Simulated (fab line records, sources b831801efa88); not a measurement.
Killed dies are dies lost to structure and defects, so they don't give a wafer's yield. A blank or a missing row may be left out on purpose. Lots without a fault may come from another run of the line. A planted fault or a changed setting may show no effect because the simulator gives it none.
Which tool did it? | flow gf180mcu | 24 lots, 72 wafers sampled, at 6 steps of a route of 602

WHAT THE GAUGES READ, wafer by wafer
GF_V5_THK_MEAS_01.
lot  | measured     | on            | V5_CVD_00_THK (nm)
L074 | day 26 15:38 | film_metro-01 | 303 302 298
L075 | day 26 16:09 | film_metro-01 | 300 309 303
L076 | day 27 03:03 | film_metro-01 | 302 301 302
L077 | day 27 14:30 | film_metro-03 | 298 299 301
L078 | day 27 18:59 | film_metro-04 | 300 299 298
L079 | day 27 19:41 | film_metro-01 | 300 301 299
L080 | day 28 08:29 | film_metro-04 | 302 297 297
L081 | day 28 14:58 | film_metro-04 | 295 299 294
L082 | day 28 21:40 | film_metro-04 | 302 301 297
L083 | day 29 03:31 | film_metro-04 | 298 297 294
L084 | day 29 11:30 | film_metro-01 | 302 298 301
L085 | day 29 21:02 | film_metro-04 | 300 296 298
L086 | day 30 00:34 | film_metro-03 | 297 304 300
L087 | day 30 14:07 | film_metro-03 | 295 298 297
L088 | day 30 16:49 | film_metro-01 | 288 297 297
L089 | day 30 19:10 | film_metro-04 | 297 297 294
L090 | day 31 04:31 | film_metro-01 | 297 297 291
L091 | day 31 10:26 | film_metro-01 | 298 300 298
L092 | day 31 19:50 | film_metro-03 | 298 295 299
L093 | day 31 21:55 | film_metro-01 | 296 301 298
L094 | day 32 04:09 | film_metro-01 | 300 299 301
L095 | day 32 12:41 | film_metro-01 | 301 293 302
L096 | day 32 14:55 | film_metro-01 | 298 297 304
L097 | day 32 20:14 | film_metro-01 | 298 298 294

WHICH TOOL RAN EACH LOT (tool, then ch and the chambers of the sampled wafers, then the start)
lot  | GF_V4_SPUTTER_21             | GF_MIM_SPUTTER_00            | GF_MIM_SPUTTER_01            | GF_MIM_SPUTTER_09            | GF_MIM_METAL_ETCH_19
L074 | pvd_sputter-03, day 24 18:25 | pvd_sputter-02, day 24 19:06 | pvd_sputter-02, day 24 19:12 | pvd_sputter-03, day 24 19:29 | rie_metal-03 ch 0,1, day 25 16:38
L075 | pvd_sputter-02, day 24 19:50 | pvd_sputter-03, day 24 20:31 | pvd_sputter-03, day 24 20:37 | pvd_sputter-02, day 24 20:54 | rie_metal-02 ch 0,1, day 25 17:43
L076 | pvd_sputter-03, day 25 07:23 | pvd_sputter-02, day 25 08:05 | pvd_sputter-02, day 25 08:11 | pvd_sputter-03, day 25 08:28 | rie_metal-04 ch 0,1, day 26 05:27
L077 | pvd_sputter-03, day 25 18:26 | pvd_sputter-02, day 25 19:07 | pvd_sputter-02, day 25 19:13 | pvd_sputter-03, day 25 19:30 | rie_metal-02 ch 0,1, day 26 16:31
L078 | pvd_sputter-01, day 25 23:16 | pvd_sputter-03, day 25 23:58 | pvd_sputter-03, day 26 00:04 | pvd_sputter-04, day 26 00:21 | rie_metal-03 ch 0,1, day 26 20:54
L079 | pvd_sputter-02, day 26 00:06 | pvd_sputter-03, day 26 00:47 | pvd_sputter-03, day 26 00:53 | pvd_sputter-02, day 26 01:10 | rie_metal-04 ch 0,1, day 26 21:22
L080 | pvd_sputter-01, day 26 14:17 | pvd_sputter-03, day 26 14:59 | pvd_sputter-03, day 26 15:05 | pvd_sputter-02, day 26 15:22 | rie_metal-02 ch 0,1, day 27 11:41
L081 | pvd_sputter-02, day 26 19:41 | pvd_sputter-03, day 26 20:23 | pvd_sputter-03, day 26 20:29 | pvd_sputter-02, day 26 20:46 | rie_metal-03 ch 1, day 27 17:34
L082 | pvd_sputter-02, day 27 02:36 | pvd_sputter-04, day 27 03:17 | pvd_sputter-04, day 27 03:23 | pvd_sputter-03, day 27 03:40 | rie_metal-04 ch 0,1, day 28 00:06
L083 | pvd_sputter-01, day 27 09:16 | pvd_sputter-02, day 27 09:58 | pvd_sputter-02, day 27 10:04 | pvd_sputter-03, day 27 10:21 | rie_metal-02 ch 0,1, day 28 06:30
L084 | pvd_sputter-02, day 27 17:59 | pvd_sputter-03, day 27 18:45 | pvd_sputter-03, day 27 18:51 | pvd_sputter-04, day 27 19:08 | rie_metal-04 ch 0,1, day 28 14:54
L085 | pvd_sputter-03, day 28 03:44 | pvd_sputter-04, day 28 04:26 | pvd_sputter-04, day 28 04:32 | pvd_sputter-02, day 28 04:49 | rie_metal-04 ch 0,1, day 29 00:27
L086 | pvd_sputter-03, day 28 07:41 | pvd_sputter-04, day 28 08:22 | pvd_sputter-04, day 28 08:28 | pvd_sputter-02, day 28 08:45 | rie_metal-02 ch 0,1, day 29 04:29
L087 | pvd_sputter-01, day 28 20:56 | pvd_sputter-02, day 28 21:37 | pvd_sputter-02, day 28 21:43 | pvd_sputter-03, day 28 22:00 | rie_metal-03 ch 0,1, day 29 17:26
L088 | pvd_sputter-03, day 29 01:00 | pvd_sputter-02, day 29 01:42 | pvd_sputter-02, day 29 01:48 | pvd_sputter-03, day 29 02:05 | rie_metal-02 ch 0,1, day 29 21:02
L089 | pvd_sputter-03, day 29 03:46 | pvd_sputter-04, day 29 04:27 | pvd_sputter-04, day 29 04:33 | pvd_sputter-02, day 29 04:50 | rie_metal-04 ch 0,1, day 29 23:18
L090 | pvd_sputter-01, day 29 13:31 | pvd_sputter-03, day 29 14:13 | pvd_sputter-03, day 29 14:19 | pvd_sputter-04, day 29 14:36 | rie_metal-04 ch 0,1, day 30 09:09
L091 | pvd_sputter-03, day 29 19:47 | pvd_sputter-04, day 29 20:28 | pvd_sputter-04, day 29 20:34 | pvd_sputter-03, day 29 20:51 | rie_metal-03 ch 0,1, day 30 15:05
L092 | pvd_sputter-01, day 30 05:56 | pvd_sputter-02, day 30 06:38 | pvd_sputter-02, day 30 06:44 | pvd_sputter-04, day 30 07:01 | rie_metal-04 ch 0,1, day 31 01:06
L093 | pvd_sputter-01, day 30 08:08 | pvd_sputter-03, day 30 08:49 | pvd_sputter-03, day 30 08:55 | pvd_sputter-02, day 30 09:12 | rie_metal-04 ch 0,1, day 31 03:16
L094 | pvd_sputter-03, day 30 14:28 | pvd_sputter-04, day 30 15:10 | pvd_sputter-04, day 30 15:16 | pvd_sputter-02, day 30 15:33 | rie_metal-02 ch 0,1, day 31 09:47
L095 | pvd_sputter-02, day 30 23:46 | pvd_sputter-03, day 31 00:29 | pvd_sputter-03, day 31 00:35 | pvd_sputter-02, day 31 00:52 | rie_metal-03 ch 0,1, day 31 18:23
L096 | pvd_sputter-03, day 31 02:35 | pvd_sputter-04, day 31 03:17 | pvd_sputter-04, day 31 03:23 | pvd_sputter-02, day 31 03:40 | rie_metal-04 ch 0,1, day 31 21:06
L097 | pvd_sputter-01, day 31 08:45 | pvd_sputter-04, day 31 09:26 | pvd_sputter-04, day 31 09:32 | pvd_sputter-02, day 31 09:49 | rie_metal-04 ch 0,1, day 32 02:55
- GF_V4_SPUTTER_21: material Ti, target thk 15 nm, time 80.02 s.
- GF_MIM_SPUTTER_00: material Ti, target thk 37.5 nm, time 150 s.
- GF_MIM_SPUTTER_01: material TiN, target thk 30 nm, time 25 s.
- GF_MIM_SPUTTER_09: material TiN, target thk 35 nm, time 29.2 s.
- GF_MIM_METAL_ETCH_19: etches the open film in Cl2/BCl3, stops on Si3N4, target depth 324.5 nm, time 54.1 s.

WHAT THE TOOLS THEMSELVES READ (means of the sampled wafers that have a number; where no wafer has one, the mark that the record gives instead)
GF_V4_SPUTTER_21.
lot  | tool           | substrate_temp_c (C) | throttle_valve_pct (%)
L074 | pvd_sputter-03 | 200.04               | 29.5
L075 | pvd_sputter-02 | 199.94               | 30.7
L076 | pvd_sputter-03 | 200.07               | 29.3
L077 | pvd_sputter-03 | 200.02               | 30.1
L078 | pvd_sputter-01 | 199.98               | 31.1
L079 | pvd_sputter-02 | 199.83               | 30.9
L080 | pvd_sputter-01 | 199.98               | 30.1
L081 | pvd_sputter-02 | 200.07               | 31.0
L082 | pvd_sputter-02 | 199.99               | 30.7
L083 | pvd_sputter-01 | 199.96               | 29.9
L084 | pvd_sputter-02 | 199.94               | 30.6
L085 | pvd_sputter-03 | 199.98               | 29.5
L086 | pvd_sputter-03 | 199.85               | 29.8
L087 | pvd_sputter-01 | 199.94               | 30.5
L088 | pvd_sputter-03 | 200.08               | 29.9
L089 | pvd_sputter-03 | 199.83               | 29.6
L090 | pvd_sputter-01 | 200.10               | 29.8
L091 | pvd_sputter-03 | 200.06               | 30.2
L092 | pvd_sputter-01 | 200.01               | 30.6
L093 | pvd_sputter-01 | 199.74               | 30.5
L094 | pvd_sputter-03 | 199.96               | 29.8
L095 | pvd_sputter-02 | 200.13               | 30.8
L096 | pvd_sputter-03 | 200.00               | 30.1
L097 | pvd_sputter-01 | 199.92               | 29.8

GF_MIM_SPUTTER_00.
lot  | tool           | substrate_temp_c (C) | throttle_valve_pct (%)
L074 | pvd_sputter-02 | 200.19               | 31.0
L075 | pvd_sputter-03 | 199.96               | 29.7
L076 | pvd_sputter-02 | 200.08               | 30.8
L077 | pvd_sputter-02 | 199.94               | 30.8
L078 | pvd_sputter-03 | 199.85               | 29.6
L079 | pvd_sputter-03 | 199.99               | 30.0
L080 | pvd_sputter-03 | 199.95               | 29.9
L081 | pvd_sputter-03 | 199.99               | 29.9
L082 | pvd_sputter-04 | 200.06               | 30.2
L083 | pvd_sputter-02 | 200.08               | 31.0
L084 | pvd_sputter-03 | 199.89               | 29.5
L085 | pvd_sputter-04 | 200.02               | 30.0
L086 | pvd_sputter-04 | 199.89               | 30.9
L087 | pvd_sputter-02 | 200.12               | 30.8
L088 | pvd_sputter-02 | 200.08               | 30.8
L089 | pvd_sputter-04 | 200.13               | 30.2
L090 | pvd_sputter-03 | 200.12               | 29.7
L091 | pvd_sputter-04 | 200.15               | 29.9
L092 | pvd_sputter-02 | 199.69               | 30.6
L093 | pvd_sputter-03 | 200.03               | 29.8
L094 | pvd_sputter-04 | 199.92               | 29.6
L095 | pvd_sputter-03 | 200.06               | 29.6
L096 | pvd_sputter-04 | 199.88               | 29.7
L097 | pvd_sputter-04 | 200.13               | 30.5

GF_MIM_SPUTTER_01.
lot  | tool           | throttle_valve_pct (%)
L074 | pvd_sputter-02 | 31.0
L075 | pvd_sputter-03 | 29.6
L076 | pvd_sputter-02 | 30.8
L077 | pvd_sputter-02 | 30.7
L078 | pvd_sputter-03 | 29.6
L079 | pvd_sputter-03 | 30.1
L080 | pvd_sputter-03 | 30.1
L081 | pvd_sputter-03 | 29.8
L082 | pvd_sputter-04 | 30.1
L083 | pvd_sputter-02 | 30.9
L084 | pvd_sputter-03 | 29.7
L085 | pvd_sputter-04 | 30.0
L086 | pvd_sputter-04 | 30.7
L087 | pvd_sputter-02 | 30.6
L088 | pvd_sputter-02 | 30.9
L089 | pvd_sputter-04 | 30.2
L090 | pvd_sputter-03 | 29.8
L091 | pvd_sputter-04 | 29.9
L092 | pvd_sputter-02 | 30.6
L093 | pvd_sputter-03 | 29.9
L094 | pvd_sputter-04 | 30.1
L095 | pvd_sputter-03 | 29.6
L096 | pvd_sputter-04 | 29.8
L097 | pvd_sputter-04 | 30.5

GF_MIM_SPUTTER_09.
lot  | tool           | throttle_valve_pct (%)
L074 | pvd_sputter-03 | 30.3
L075 | pvd_sputter-02 | 30.8
L076 | pvd_sputter-03 | 30.2
L077 | pvd_sputter-03 | 29.6
L078 | pvd_sputter-04 | 29.7
L079 | pvd_sputter-02 | 30.8
L080 | pvd_sputter-02 | 30.9
L081 | pvd_sputter-02 | 31.0
L082 | pvd_sputter-03 | 29.9
L083 | pvd_sputter-03 | 29.9
L084 | pvd_sputter-04 | 30.4
L085 | pvd_sputter-02 | 30.5
L086 | pvd_sputter-02 | 30.8
L087 | pvd_sputter-03 | 29.8
L088 | pvd_sputter-03 | 30.3
L089 | pvd_sputter-02 | 30.9
L090 | pvd_sputter-04 | 29.9
L091 | pvd_sputter-03 | 29.5
L092 | pvd_sputter-04 | 30.6
L093 | pvd_sputter-02 | 30.5
L094 | pvd_sputter-02 | 30.7
L095 | pvd_sputter-02 | 30.6
L096 | pvd_sputter-02 | 31.0
L097 | pvd_sputter-02 | 30.6

GF_MIM_METAL_ETCH_19.
lot  | tool         | drypump_motor_current_A (A) | oes_product_au (a.u.) | rf_fwd_power_W (W) | throttle_valve_pct (%)
L074 | rie_metal-03 | 5.80                        | 0.945                 | 792.2              | 28.287
L075 | rie_metal-02 | 6.04                        | 0.944                 | 797.3              | 28.279
L076 | rie_metal-04 | 5.71                        | 0.932                 | 790.5              | 28.285
L077 | rie_metal-02 | 6.05                        | 0.948                 | 795.9              | 28.283
L078 | rie_metal-03 | 5.67                        | 0.947                 | 793.6              | 28.286
L079 | rie_metal-04 | 5.79                        | 0.941                 | 793.5              | 28.290
L080 | rie_metal-02 | 6.05                        | 0.935                 | 794.0              | 28.296
L081 | rie_metal-03 | 5.55                        | 0.942                 | 790.3              | 28.279
L082 | rie_metal-04 | 5.79                        | 0.943                 | 792.8              | 28.292
L083 | rie_metal-02 | 6.00                        | 0.942                 | 794.0              | 28.288
L084 | rie_metal-04 | 5.72                        | 0.950                 | 791.9              | 28.278
L085 | rie_metal-04 | 5.81                        | 0.943                 | 790.0              | 28.283
L086 | rie_metal-02 | 6.01                        | 0.940                 | 795.1              | 28.282
L087 | rie_metal-03 | 5.80                        | 0.937                 | 792.6              | 28.292
L088 | rie_metal-02 | 6.03                        | 0.938                 | 794.9              | 28.282
L089 | rie_metal-04 | 5.79                        | 0.943                 | 792.8              | 28.277
L090 | rie_metal-04 | 5.71                        | 0.940                 | 789.5              | 28.291
L091 | rie_metal-03 | 5.78                        | 0.938                 | 792.4              | 28.293
L092 | rie_metal-04 | 5.71                        | 0.940                 | 791.1              | 28.289
L093 | rie_metal-04 | 5.73                        | 0.937                 | 793.5              | 28.280
L094 | rie_metal-02 | 6.00                        | 0.936                 | 794.7              | 28.280
L095 | rie_metal-03 | 5.83                        | 0.942                 | 796.2              | 28.278
L096 | rie_metal-04 | 5.78                        | 0.946                 | 791.8              | 28.283
L097 | rie_metal-04 | 5.79                        | 0.947                 | 792.3              | 28.282

THE ANSWER, worked out from the rows above alone
Rule: what is usual is taken from the lots themselves. Put in order of their means at a reading, lots are off if they are a third of the lots or fewer, leave a main group of 4 or more, and stand apart from it by a gap of 3 or more times the standard deviation of the main group's means; of several such gaps the widest counts. A main group whose means are all the same, to the digits that the tables above print for the reading, isn't used. A lot without any number at a reading at which 4 lots or more have one is off too. The other lots that the step has rows for count as sound. The gauges are gone through in route order, then the tools' own readings, and for those a lot's mean is taken as printed above. The first step at which some lot is off is used, and at that step the reading that is off furthest; a lot without a number counts as furthest.
No lot is off at any reading shown: from this, nothing can be told.

WHAT THE SIMULATOR HAD PUT IN
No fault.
